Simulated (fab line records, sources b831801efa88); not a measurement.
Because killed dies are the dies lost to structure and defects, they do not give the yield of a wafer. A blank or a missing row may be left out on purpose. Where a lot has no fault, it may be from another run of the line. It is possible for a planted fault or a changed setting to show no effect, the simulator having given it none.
Chamber matching    flow gf180mcu    GF_V3_CMP_04 on cmp-02 has 4 sister chambers
The step polishes SiO2. 4 wafers are shown with their chamber, then 8 later ones without.

== WAFERS PAIRED WITH THEIR CHAMBERS ==
wafer   chamber  motorCurrentA (A)
L412.1  2        14.1
L424.1  3        12.4
L424.6  0        14.3
L425.2  1        9.3

== WAFERS WITH NO CHAMBER GIVEN ==
wafer   motorCurrentA (A)
L425.3  12.0
L425.6  14.5
L426.2  11.9
L426.5  10.3
L426.6  15.5
L431.1  11.0
L431.5  14.0
L431.6  13.0

== WHICH CHAMBER EACH ONE RAN IN ==
wafer   from the rows above           in truth
L425.3  3                             3
L425.6  can't be placed: 0 or 2       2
L426.2  3                             3
L426.5  can't be placed: 1 or 3       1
L426.6  can't be placed: 0 or 2       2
L431.1  can't be placed: 3 or 1       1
L431.5  can't be placed: 2 or 0 or 3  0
L431.6  can't be placed: 3 or 2 or 0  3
2 of 8 placed correctly. Unplaceable from these rows: 6, with the true chamber sitting among the candidates in 6. Number placed wrongly: 0.
How it was worked out, from the rows above alone: a wafer's distance from a chamber is the root of the sum, over the readings, of the square of ((its reading less the chamber's mean) divided by the reading's scatter). The wafer belongs to the nearest chamber; if the next one is less than 2 further off, it can't be placed. A chamber's mean is the mean of its shown wafers. The scatter: root of mean squared gap, hidden wafer to nearest shown wafer, with one shown wafer a chamber.
